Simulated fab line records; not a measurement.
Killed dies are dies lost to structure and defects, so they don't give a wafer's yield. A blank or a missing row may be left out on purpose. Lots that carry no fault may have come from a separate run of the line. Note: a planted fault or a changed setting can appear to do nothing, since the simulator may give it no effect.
2 desks, one fault	flow sky130	each desk holds nothing but its own numbers, with what lay behind them at the end

THE METROLOGY DESK
Means of the sampled wafers that have a number, per lot and without regard to the tool the lot ran on: this is what the gauges read. Marked OUT: a lot whose mean sits more than 4 standard deviations from the usual mean, which makes it out of limits; the brackets give that distance.
Columns: A = cd-nm at SKY_LI_CONTACT_CD_MEAS_12, usual 170.0 nm; B = LI_CONTACT_OVL at SKY_LI_CONTACT_OVL_MEAS_13, usual 0 nm
lot	first seen here	A	B
L912	day 29 11:43	169.3	-3
L913	day 29 17:20	168.7	-6
L918	day 31 11:33	171.4	3
L920	day 32 00:59	168.5	4
L919	day 32 03:16	168.1	-2
L924	day 33 09:04	169.1	7
L932	day 35 21:06	169.1	-7
Result from this desk: across the 7 lots, nothing is out of limits.

FOR THE TOOL OWNER'S DESK: pvd-sputter-02
At SKY_LI_CONTACT_SPUTTER_20 (material TiN, target thk 20 nm, time 80 s) the tool's own readings: per lot run on this tool, the mean of the sampled wafers that have a number. Marked OUT: a lot whose mean sits more than 4 standard deviations from the usual mean, which makes it out of limits; the brackets give that distance.
Columns: A = throttle-valve-pct at SKY_LI_CONTACT_SPUTTER_20, usual 29.9 %
lot	first seen here	A
L912	day 29 12:22	30.2
L918	day 31 12:27	30.1
L920	day 32 01:46	30.2
L919	day 32 03:53	30.3
Result from this desk: across the 4 lots, nothing is out of limits.

BROUGHT TOGETHER
At the metrology desk, nothing out of limits was observed.
The tool owner's desk saw nothing out of limits.

WHAT WAS PUT IN BY THE SIMULATOR
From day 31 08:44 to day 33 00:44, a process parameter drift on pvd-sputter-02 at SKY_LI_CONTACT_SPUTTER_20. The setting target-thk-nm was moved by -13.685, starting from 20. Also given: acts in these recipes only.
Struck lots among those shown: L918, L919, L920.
